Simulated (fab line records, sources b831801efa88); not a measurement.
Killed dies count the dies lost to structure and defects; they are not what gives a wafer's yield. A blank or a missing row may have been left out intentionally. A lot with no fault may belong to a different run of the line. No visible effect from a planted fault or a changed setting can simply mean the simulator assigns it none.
Chamber matching | flow sfq-line | 4 sister chambers for SFQ_TRILAYER_I1_CMP_CMP_046 on cmp-02
The step polishes SiO2. 14 wafers are shown with their chamber, then 7 later ones without.

## EACH WAFER AND ITS CHAMBER
wafer  | chamber | motor-current-A (A) | time-to-endpoint-s (s) | retaining-ring-pressure-frac
L670.1 | 3       | 9.4                 | 214                    | 1.000
L670.4 | 1       | 9.7                 | 220                    | 0.996
L670.6 | 2       | 8.7                 | 223                    | 1.007
L671.1 | 0       | 8.6                 | 206                    | 1.000
L671.5 | 0       | 8.8                 | 212                    | 0.999
L671.6 | 3       | 9.3                 | 203                    | 0.995
L672.2 | 3       | 9.4                 | 208                    | 1.006
L672.3 | 0       | 8.8                 | 223                    | 1.002
L672.6 | 3       | 9.7                 | 209                    | 0.998
L673.3 | 0       | 8.9                 | 203                    | 0.997
L673.5 | 2       | 8.4                 | 214                    | 1.005
L673.6 | 3       | 9.6                 | 203                    | 0.992
L689.1 | 3       | 10.1                | 200                    | 0.999
L689.4 | 2       | 8.5                 | 214                    | 0.999

SIGNATURES (averages over the wafers above)
reading                      | chamber 0 | chamber 1 | chamber 2 | chamber 3 | scatter within a chamber
motor-current-A              | 8.775     | 9.700     | 8.533     | 9.583     | 0.229
time-to-endpoint-s           | 211.00    | 220.00    | 217.00    | 206.17    | 6.47
retaining-ring-pressure-frac | 0.99950   | 0.99600   | 1.00367   | 0.99833   | 0.00401
Rule: distance of a wafer from a chamber = root of the sum over the readings of ((wafer's reading minus chamber's mean) / reading's scatter) squared. If the next closest chamber is less than 2 further off than the closest, the wafer can't be placed; otherwise it belongs to the closest. The scatter: the root of (the sum of the squares of (reading less its chamber's mean) over the shown wafers, divided by (wafers less chambers)).

## WAFERS WHOSE CHAMBER IS MISSING
wafer  | motor-current-A (A) | time-to-endpoint-s (s) | retaining-ring-pressure-frac
L689.6 | 9.7                 | 207                    | 1.009
L690.3 | 8.1                 | 212                    | 1.000
L690.1 | 8.8                 | 206                    | 1.002
L690.5 | 8.3                 | 223                    | 1.009
L693.3 | 8.6                 | 222                    | 0.996
L693.1 | 8.6                 | 217                    | 0.995
L693.5 | 8.0                 | 223                    | 1.004

## EACH ONE'S CHAMBER
wafer  | from the rows above     | in truth
L689.6 | can't be placed: 3 or 1 | 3
L690.3 | can't be placed: 2 or 0 | 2
L690.1 | can't be placed: 0 or 2 | 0
L690.5 | can't be placed: 2 or 0 | 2
L693.3 | can't be placed: 0 or 2 | 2
L693.1 | can't be placed: 0 or 2 | 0
L693.5 | can't be placed: 2 or 0 | 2
Correctly placed: 0 of 7. Unplaceable from these rows: 7, with the true chamber sitting among the candidates in 7. Wrongly placed: 0.
